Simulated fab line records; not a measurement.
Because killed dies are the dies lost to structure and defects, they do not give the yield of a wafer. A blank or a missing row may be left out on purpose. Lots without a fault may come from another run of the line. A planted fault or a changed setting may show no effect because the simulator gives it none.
Chamber matching	flow sky130	cmp-01 running SKY_VIA1_CMP_24: 3 sister chambers
The step polishes, stops on SiO2, t overpolish 15 s, target thk 0 nm. 3 wafers are shown with their chamber, then 5 later ones without.

WAFERS WITH THEIR CHAMBER
wafer	chamber	motor-current-A (A)
L772.5	2	10.4
L771.1	1	11.0
L771.2	0	10.7

WAFERS WHOSE CHAMBER IS MISSING
wafer	motor-current-A (A)
L771.3	10.8
L775.2	10.7
L775.3	10.7
L775.5	10.1
L778.3	10.2

THE CHAMBER EACH PASSED THROUGH
wafer	from the rows above	in truth
L771.3	can't be placed: 0 or 1 or 2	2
L775.2	can't be placed: 0 or 2 or 1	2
L775.3	can't be placed: 0 or 2 or 1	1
L775.5	can't be placed: 2 or 0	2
L778.3	can't be placed: 2 or 0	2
Correct placement for 0 of the 5. Unplaceable from these rows: 5, with the true chamber sitting among the candidates in 5. Number placed wrongly: 0.
How it was worked out, from the rows above alone: a wafer's distance from a chamber is the root of the sum, over the readings, of the square of ((its reading less the chamber's mean) divided by the reading's scatter). If the next closest chamber is less than 2 further off than the closest, the wafer can't be placed; otherwise it belongs to the closest. A chamber's mean is the mean of its shown wafers. The scatter: root of mean squared gap, hidden wafer to nearest shown wafer, with one shown wafer a chamber.
